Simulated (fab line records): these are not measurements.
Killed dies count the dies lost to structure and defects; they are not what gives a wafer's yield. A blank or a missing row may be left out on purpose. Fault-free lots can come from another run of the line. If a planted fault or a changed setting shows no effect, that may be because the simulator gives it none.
8D (eight disciplines) problem report, filled in by code + flow gf180mcu + the parts of the form that need people (team, actions taken, sign-off) are left out

1. THE ISSUE
HV_LDD_3_TW at GF_HV_LDD_TW_MEAS_38 reads a mean of 1305 on 3 wafers of 1 lot; wafers without a fault read 1448 with a standard deviation of 22. That is -6.5 standard deviations from the usual mean.
First observed at day 15 08:59: wafer L912.2, on film metro-04. The record has a number at this step for 36 wafers belonging to 12 lots. Rule for "out" (also "out of limits"): further than 4 standard deviations from the usual mean. All remaining wafers that have a number are taken as sound.

2. WHAT THIS IS AND IS NOT
| question                    | is                     | is not                                                                                             |
|-----------------------------|------------------------|----------------------------------------------------------------------------------------------------|
| which readings at this step | HV_LDD_3_TW            | -                                                                                                  |
| which lots                  | L912                   | L901, L902, L903, L904, L909, L917, L918, L920, L921, L922, L923                                   |
| which wafers of those lots  | all that have a number | -                                                                                                  |
| read on which gauges        | film metro-04          | film metro-01, film metro-03                                                                       |
| when                        | from day 15 08:59      | up to then (15 sound wafers); but 18 sound wafers of L917, L918, L920, L921, L922, L923 came after |

3. WHAT RULES OUT EACH SUSPECT
Counting: a tool at a process step up to the reading stays a suspect if it ran every lot that is out and no sound lot after the first of them.
- the gauge at GF_HV_LDD_TW_MEAS_38 is ruled out. All the wafers that are out were read on film metro-04, but those of them that GF_HV_LDD_STRIP_22 has rows for are out there too, on other tools.
- plasma asher-01 at GF_HV_LDD_STRIP_22 (strips in O2/N2): ruled out as a lasting fault. Following L912 (day 14 10:50), the first lot on it that is out, the sound lots L920, L921, L922 were run on it.
- plasma asher-01 at GF_HV_LDD_STRIP_37 (strips in O2/N2): ruled out as a lasting fault. Following L912 (day 15 08:52), the first lot on it that is out, the sound lots L923 were run on it.
Left after counting: nothing in the record.

4. THE CAUSE (what the simulator had put in)
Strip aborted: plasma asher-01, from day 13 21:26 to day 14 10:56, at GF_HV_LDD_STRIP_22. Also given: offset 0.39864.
Counting ruled it out, wrongly: the rule takes a fault to strike every lot that its tool runs from its start on, and this one did not.

5. SEQUENCE OF EFFECTS, ordered by route
One row per reading whose mean, taken over the struck wafers that have a number, lies over 3 standard deviations from the usual. Only readings whose record carries a usual standard deviation are examined. hours: median over the lots of the time between each lot's start at the first step of this table that gives one and its start at this step. sigmas: the change, counted in usual standard deviations.
| hours | step                 | reading                  | usual      | on struck wafers | change | sigmas |
|-------|----------------------|--------------------------|------------|------------------|--------|--------|
| 0     | GF_HV_LDD_STRIP_22   | oes product au           | 0.716 a.u. | 0.958            | +0.242 | +58    |
| 22    | GF_HV_LDD_STRIP_37   | strip time to endpoint s | 12.64 s    | 13.83            | +1.19  | +35    |
| 22    | GF_HV_LDD_TW_MEAS_38 | HV_LDD_3_TW              | 1448       | 1305             | -143   | -6.5   |
Here are the process steps it includes:
- GF_HV_LDD_STRIP_22: strips in O2/N2.
- GF_HV_LDD_STRIP_37: strips in O2/N2.
Readings that are blank on the struck wafers while sound wafers have them: strip time to endpoint s at GF_HV_LDD_STRIP_22.

6. WHAT WOULD HAVE CAUGHT IT SOONER
The first out-of-limits reading at a measuring or inspecting step in this record came at day 15 08:59, 36 hours after the fault's start at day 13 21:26.
The tool's own readings at GF_HV_LDD_STRIP_22 were out on every struck wafer that the step has a row for (oes product au): an alarm limit on them would have fired on the first of those.
